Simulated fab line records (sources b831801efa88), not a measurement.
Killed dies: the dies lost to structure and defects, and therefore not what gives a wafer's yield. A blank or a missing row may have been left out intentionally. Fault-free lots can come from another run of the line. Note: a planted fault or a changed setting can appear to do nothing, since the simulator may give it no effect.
fab line records    flow sfq_line
record lots=6  wafers=18  last_day=78
route steps=325 shown I6@277 M7@281
lots that met no fault: from a run of the same line without faults
start_h: the number of hours between the record's first day and the start of the first shown wafer of the lot    wait_h: hours elapsed since this lot's preceding step    " unchanged from the row above    L1.1+2: one row covering several wafers at once    - value missing, or start not given    * or withheld: withheld    < > ~ a bound
route shown NAME@n: names a module that has steps shown in the file, with the first one's number in the route    usual: mean/standard deviation of fault-free wafers    same: alike in all rows    chamber/n: place in a boat    sites: each site's reading    _std_site: the standard deviation of these    _edge_site: mean of outer sites minus mean of inner sites    radius_mm: how far each site lies from the wafer's centre    mask NAME#n: copy n    behind: the tool/chamber that last shaped the wafer    hold: what put the lot on hold/how long, in hours/how the hold closed    device: which transistor (n, p or np) failed to switch    end of line: the route-end tests of the same wafers    step lacking rows: just its recipe    killed: dies lost to structure and defects at the first sort, not the wafer's yield    map: a wafer's dies, x killed, . not, _ none there
set.NAME: setting as actually run; set.NAME@STEP: the setting as run at that earlier step    model.NAME: the simulator's own value behind a step, which no gauge read
lots at some steps of the route; a table a step, a row a wafer
services: from which hour (start_h, from the record's first day; less than 0 if before it) a tool's chamber was out of use, for how many hours, and why
## steps
# step SFQ_TRILAYER_I6_VIA_BARC_OPEN_VIA_ETCH_235
# recipe mask_material=PR  chemistry=O2  target_depth_nm=125  target=BARC  source_w=500  bias_w=80  pressure_mtorr=30  time_s=41.7
# usual drypump_motor_current_A=6.0/0.47  oes_product_au=0.686/0.005
lot.wafer  tool         chamber  start_h  wait_h  drypump_motor_current_A  oes_product_au  rf_hours_counter_h
L969.3     rie_diel-01  3        1553.67  0.0     5.9                      0.671           14
L969.4     "            1        "        "       6.0                      0.686           19
L969.5     "            2        "        "       6.3                      0.694           -
L970.1     rie_diel-04  0        1559.67  0.0     6.2                      0.685           5
L970.2     "            1        "        "       5.7                      0.681           22
L970.5     "            2        "        "       6.7                      0.684           -
L978.3     rie_diel-01  1        1588.80  0.0     6.0                      0.682           20
L978.5     "            1        "        "       6.0                      0.677           -
L978.6     "            2        "        "       6.3                      0.689           -
L979.1     rie_diel-02  0        1594.28  0.0     5.6                      0.691           22
L979.3     "            2        "        "       5.7                      0.687           15
L979.5     "            3        "        "       6.8                      0.687           -
L981.2     rie_diel-02  0        1600.28  0.0     5.6                      0.685           22
L981.3     "            2        "        "       5.8                      0.690           16
L981.6     "            0        "        "       5.6                      0.688           -
L983.1     rie_diel-02  3        1609.88  0.0     6.7                      0.687           14
L983.2     "            1        "        "       5.5                      0.681           7
L983.5     "            2        "        "       5.8                      0.677           -
# step SFQ_TRILAYER_I6_VIA_ETCH_VIA_ETCH_172
# recipe target=SiO2  stop_on=Nb  mask_material=PR  taper_deg=20  chemistry=CHF3  target_depth_nm=260  source_w=500  bias_w=80  pressure_mtorr=30  time_s=withheld
# usual drypump_motor_current_A=6.0/0.48  oes_product_au=0.854/0.0051
lot.wafer  tool         chamber  start_h  wait_h  drypump_motor_current_A  oes_product_au
L969.3     rie_diel-01  3        1553.71  0.0     5.9                      0.854
L969.4     "            1        "        "       6.0                      0.850
L969.5     "            2        "        "       6.3                      0.860
L970.1     rie_diel-04  0        1559.71  0.0     6.2                      0.843
L970.2     "            1        "        "       5.7                      0.851
L970.5     "            2        "        "       6.7                      0.857
L978.3     rie_diel-01  1        1588.84  0.0     6.0                      0.861
L978.5     "            1        "        "       6.0                      0.854
L978.6     "            2        "        "       6.3                      0.862
L979.1     rie_diel-02  0        1594.32  0.0     5.6                      0.848
L979.3     "            2        "        "       5.8                      0.846
L979.5     "            3        "        "       6.8                      0.848
L981.2     rie_diel-02  0        1600.32  0.0     5.6                      0.852
L981.3     "            2        "        "       5.8                      0.856
L981.6     "            0        "        "       5.6                      0.856
L983.1     rie_diel-02  3        1609.92  0.0     6.8                      0.851
L983.2     "            1        "        "       5.5                      0.851
L983.5     "            2        "        "       5.7                      0.854
# step SFQ_TRILAYER_I6_VIA_STRIP_STRIP_173
# recipe gas=O2  power_w=200  platen_temp_c=40  overash_fraction=0.65  chemistry=O2  pressure_mtorr=50
# usual drypump_motor_current_A=5.94/0.28  oes_product_au=0.995/0.012
lot.wafer  tool          chamber  start_h  wait_h  drypump_motor_current_A  oes_product_au  rf_hours_counter_h
L969.3     rie_metal-02  0        1554.03  -       5.60                     1.002           -
L969.4     "             1        "        "       5.75                     1.008           -
L969.5     "             1        "        "       5.76                     1.015           -
L970.1     rie_metal-02  1        1559.83  -       5.78                     0.995           108
L970.2     "             0        "        "       5.58                     0.992           13
L970.5     "             1        "        "       5.77                     0.995           -
L978.3     rie_metal-01  0        1589.16  -       6.23                     0.992           -
L978.5     "             1        "        "       6.35                     1.002           -
L978.6     "             0        "        "       6.25                     0.973           -
L979.1     rie_metal-02  0        1594.43  -       5.56                     0.995           16
L979.3     "             1        "        "       5.74                     1.002           -
L979.5     "             0        "        "       5.59                     0.995           -
L981.2     rie_metal-01  0        1600.43  -       6.22                     0.988           101
L981.3     "             1        "        "       6.35                     1.002           -
L981.6     "             1        "        "       6.35                     0.998           -
L983.1     rie_metal-01  1        1610.03  -       6.33                     0.998           82
L983.2     "             0        "        "       6.22                     0.989           102
L983.5     "             1        "        "       6.32                     1.006           -
# step SFQ_TRILAYER_I6_VIA_STRIP_SOLV_CLEAN_174
# recipe chemistry=NMP  temp_c=70  time_s=600
# step SFQ_TRILAYER_M7_DEP_PRE_CLEAN_176
# recipe gas=Ar  time_s=22.5  bias_v=250
# step SFQ_TRILAYER_M7_DEP_SPUTTER_175
# recipe material=Nb  base_pressure_pa=1.33e-06  chamber_pressure_pa=0.1333  substrate_temp_c=20  target_thk_nm=200  power_w=2000  time_s=133.3
# usual throttle_valve_pct=29.6/0.67
lot.wafer  tool            chamber  start_h  wait_h  throttle_valve_pct
L969.3     pvd_sputter-04  -        1554.63  0.0     29.8
L969.4     "               -        "        "       29.1
L969.5     "               -        "        "       29.7
L970.1     pvd_sputter-04  -        1560.63  0.0     29.9
L970.2     "               -        "        "       29.8
L970.5     "               -        "        "       28.6
L978.3     pvd_sputter-06  -        1589.78  0.0     29.3
L978.5     "               -        "        "       29.3
L978.6     "               -        "        "       29.7
L979.1     pvd_sputter-05  -        1595.24  0.0     30.3
L979.3     "               -        "        "       29.8
L979.5     "               -        "        "       29.9
L981.2     pvd_sputter-06  -        1601.24  0.0     28.1
L981.3     "               -        "        "       29.6
L981.6     "               -        "        "       28.3
L983.1     pvd_sputter-04  -        1610.84  0.0     28.5
L983.2     "               -        "        "       29.5
L983.5     "               -        "        "       29.9
# step SFQ_M7_RS_MEAS_943
# recipe thk_meas_gauge=four-point-probe  reads=Nb_of_TRILAYER_M7_DEP_SPUTTER_175
# usual M7_NB_RS=0.895/0.012
lot.wafer  tool           chamber  start_h  wait_h  M7_NB_RS[ohm/sq]
L969.3     film_metro-04  -        1554.76  0.1     0.900
L969.4     "              -        "        "       0.895
L969.5     "              -        "        "       0.892
L970.1     film_metro-04  -        1560.72  0.0     0.926
L970.2     "              -        "        "       0.925
L970.5     "              -        "        "       0.926
L978.3     film_metro-04  -        1589.91  0.1     0.912
L978.5     "              -        "        "       0.906
L978.6     "              -        "        "       0.906
L979.1     film_metro-01  -        1595.33  0.0     0.906
L979.3     "              -        "        "       0.899
L979.5     "              -        "        "       0.903
L981.2     film_metro-04  -        1601.35  0.1     0.879
L981.3     "              -        "        "       0.886
L981.6     "              -        "        "       0.887
L983.1     film_metro-01  -        1610.93  0.0     0.880
L983.2     "              -        "        "       0.882
L983.5     "              -        "        "       0.884
# step SFQ_TRILAYER_M7_LITHO_COAT_182
# recipe resist=BARC  spin_rpm=3000  resist_thk_nm=62
# step SFQ_TRILAYER_M7_LITHO_COAT_177
# recipe resist=KrF  spin_rpm=3000  resist_thk_nm=600
# step SFQ_TRILAYER_M7_LITHO_SOFTBAKE_181
# recipe temp_c=withheld  time_s=withheld  resist=KrF
# step SFQ_TRILAYER_M7_LITHO_EXPOSE_178
# recipe mask_id=M7  na=0.6  source_shape=conventional  sigma_outer=0.65  target_cd_nm=500  dose_mj=14.4
# step SFQ_TRILAYER_M7_LITHO_PEB_180
# recipe peb_temp_c=115  peb_time_s=60  resist=KrF
lot.wafer   tool            chamber  start_h  wait_h
L969.3+4+5  litho_track-02  0        1557.32  0.7
L970.1+2+5  litho_track-01  0        1658.73  1.0
L978.3+5+6  litho_track-01  0        1687.74  0.7
L979.1+3+5  litho_track-01  0        1691.29  1.0
L981.2+3+6  litho_track-02  0        1698.64  0.8
L983.1+2+5  litho_track-04  0        1704.61  1.0
# step SFQ_TRILAYER_M7_LITHO_DEVELOP_179
# recipe time_s=60  resist=KrF
# step SFQ_M7_OVL_MEAS_945
# usual M7_OVL=-1/5.3
lot.wafer  tool        chamber  start_h  wait_h  M7_OVL[nm]
L969.3     overlay-01  -        1557.58  0.1     -2
L969.4     "           -        "        "       10
L969.5     "           -        "        "       2
L970.1     overlay-02  -        1659.03  0.1     9
L970.2     "           -        "        "       7
L970.5     "           -        "        "       9
L978.3     overlay-02  -        1688.00  0.1     2
L978.5     "           -        "        "       -6
L978.6     "           -        "        "       -3
L979.1     overlay-02  -        1691.59  0.1     -6
L979.3     "           -        "        "       -8
L979.5     "           -        "        "       -10
L981.2     overlay-02  -        1698.92  0.1     -2
L981.3     "           -        "        "       -5
L981.6     "           -        "        "       -2
L983.1     overlay-01  -        1704.91  0.1     0
L983.2     "           -        "        "       1
L983.5     "           -        "        "       -2
# step SFQ_TRILAYER_M7_BARC_OPEN_METAL_ETCH_229
# recipe mask_material=PR  chemistry=O2  target_depth_nm=125  target=BARC  icp_w=600  bias_w=80  pressure_mtorr=10  time_s=41.7
# usual drypump_motor_current_A=5.94/0.29  oes_product_au=0.685/0.0047
lot.wafer  tool          chamber  start_h  wait_h  drypump_motor_current_A  oes_product_au  rf_hours_counter_h  model.M7.cd_nm
L969.3     rie_metal-04  1        1557.62  0.0     6.07                     0.689           -                   499.6
L969.4     "             0        "        "       5.86                     0.686           -                   500.2
L969.5     "             1        "        "       6.08                     0.693           -                   499.3
L970.1     rie_metal-03  0        1659.06  0.0     5.89                     0.689           123                 501.8
L970.2     "             1        "        "       6.59                     0.684           33                  501.6
L970.5     "             0        "        "       5.89                     0.682           -                   501.5
L978.3     rie_metal-03  0        1688.05  0.0     5.91                     0.681           -                   501
L978.5     "             0        "        "       5.94                     0.680           -                   493.2
L978.6     "             1        "        "       6.59                     0.684           -                   500.4
L979.1     rie_metal-04  0        1691.63  0.0     5.83                     0.680           115                 498.8
L979.3     "             0        "        "       5.80                     0.690           -                   498.9
L979.5     "             1        "        "       6.10                     0.683           -                   492.1
L981.2     rie_metal-04  1        1698.95  0.0     6.05                     0.680           141                 500.7
L981.3     "             1        "        "       6.07                     0.682           -                   501.6
L981.6     "             1        "        "       6.06                     0.678           -                   500.7
L983.1     rie_metal-02  0        1704.95  0.0     5.55                     0.681           26                  501.6
L983.2     "             1        "        "       5.79                     0.680           121                 500.2
L983.5     "             0        "        "       5.55                     0.683           -                   502.2
# step SFQ_TRILAYER_M7_ETCH_METAL_ETCH_180
# recipe target=Nb  stop_on=SiO2  mask_material=PR  chemistry=Cl2/Ar  target_depth_nm=240  icp_w=600  bias_w=80  pressure_mtorr=10  time_s=120
# usual drypump_motor_current_A=5.94/0.29  oes_product_au=0.892/0.0092
lot.wafer  tool          chamber  start_h  wait_h  drypump_motor_current_A  oes_product_au  rf_hours_counter_h  model.M7.cd_nm
L969.3     rie_metal-04  1        1557.70  0.1     6.08                     0.889           -                   503.4
L969.4     "             0        "        "       5.81                     0.892           -                   502.6
L969.5     "             1        "        "       6.09                     0.897           -                   503.2
L970.1     rie_metal-03  0        1659.12  0.0     5.92                     0.876           123                 501.8
L970.2     "             1        "        "       6.55                     0.865           33                  501.3
L970.5     "             0        "        "       5.92                     0.878           -                   501.4
L978.3     rie_metal-03  0        1688.13  0.1     5.91                     0.879           -                   502.7
L978.5     "             0        "        "       5.91                     0.893           -                   495
L978.6     "             1        "        "       6.62                     0.884           -                   501
L979.1     rie_metal-04  0        1691.69  0.0     5.84                     0.886           115                 500.6
L979.3     "             0        "        "       5.83                     0.887           -                   499.9
L979.5     "             1        "        "       6.07                     0.887           -                   494
L981.2     rie_metal-04  1        1699.01  0.0     6.08                     0.905           141                 502.7
L981.3     "             1        "        "       6.06                     0.899           -                   505.2
L981.6     "             1        "        "       6.06                     0.898           -                   503.1
L983.1     rie_metal-02  0        1705.01  0.0     5.57                     0.906           26                  502.1
L983.2     "             1        "        "       5.78                     0.888           121                 498.6
L983.5     "             0        "        "       5.56                     0.892           -                   500.6
# step SFQ_TRILAYER_M7_STRIP_STRIP_181
# recipe gas=O2  power_w=200  platen_temp_c=40  overash_fraction=0.65  chemistry=O2  pressure_mtorr=50
# usual drypump_motor_current_A=5.94/0.3  oes_product_au=0.991/0.012
lot.wafer  tool          chamber  start_h  wait_h  drypump_motor_current_A  oes_product_au  rf_hours_counter_h
L969.3     rie_metal-04  1        1557.99  0.2     6.09                     0.979           -
L969.4     "             0        "        "       5.84                     0.981           -
L969.5     "             1        "        "       6.08                     0.979           -
L970.1     rie_metal-03  0        1659.25  0.1     5.92                     0.995           124
L970.2     "             1        "        "       6.62                     0.983           33
L970.5     "             0        "        "       5.92                     0.995           -
L978.3     rie_metal-03  0        1688.41  0.2     5.90                     1.007           -
L978.5     "             0        "        "       5.88                     0.996           -
L978.6     "             1        "        "       6.60                     0.995           -
L979.1     rie_metal-04  0        1691.81  0.1     5.81                     0.970           115
L979.3     "             0        "        "       5.81                     0.977           -
L979.5     "             1        "        "       6.08                     0.987           -
L981.2     rie_metal-04  1        1699.14  0.1     6.07                     0.987           141
L981.3     "             1        "        "       6.08                     0.979           -
L981.6     "             1        "        "       6.07                     0.980           -
L983.1     rie_metal-02  0        1705.14  0.1     5.57                     0.994           26
L983.2     "             1        "        "       5.76                     1.009           122
L983.5     "             0        "        "       5.56                     0.998           -
## services
tool            chamber  start_h  hours  kind
rie_diel-01     0        1541.24  1.7    repair
rie_diel-02     0        1550.13  7.4    repair
pvd_sputter-05  -        1551.38  5.4    repair
rie_diel-04     -        1555.88  0.6    repair
rie_diel-04     3        1568.95  -      clean
rie_diel-04     3        1568.95  -      consumable_replace:esc
rie_diel-04     3        1568.95  24.8   scheduled_down
rie_diel-04     3        1568.95  24.8   vent_cycle
rie_metal-04    1        1571.61  17.6   repair
pvd_sputter-05  -        1597.69  8.8    repair
pvd_sputter-04  -        1598.96  4.0    repair
rie_diel-02     -        1605.15  2.8    pm
rie_metal-02    -        1651.00  14.6   pm
rie_diel-02     0        1686.62  4.7    repair
rie_diel-02     0        1691.27  -      clean
rie_diel-02     0        1691.27  24.4   scheduled_down
rie_diel-02     0        1691.27  24.4   vent_cycle
## key
first_sign none at tools or gauges
model_effect step=SFQ_TRILAYER_M7_BARC_OPEN_METAL_ETCH_229  value=M7.cd_nm  without=498.9  struck=492.7
model_effect step=SFQ_TRILAYER_M7_ETCH_METAL_ETCH_180  value=M7.cd_nm  without=500.8  struck=494.5
met_at SFQ_TRILAYER_M7_LITHO_PEB_180
struck_wafers L978.5,L979.5
onset_between 1658.73 1687.74
fault kind=process_parameter_drift  tool=litho_track-01  chamber=-  onset_h=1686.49  steps=SFQ_TRILAYER_M7_LITHO_PEB_180  channel=peb_time_s  offset=*  shape=step  end_h=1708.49  scope=struck_wafers_only  acts_in=*  stated=*
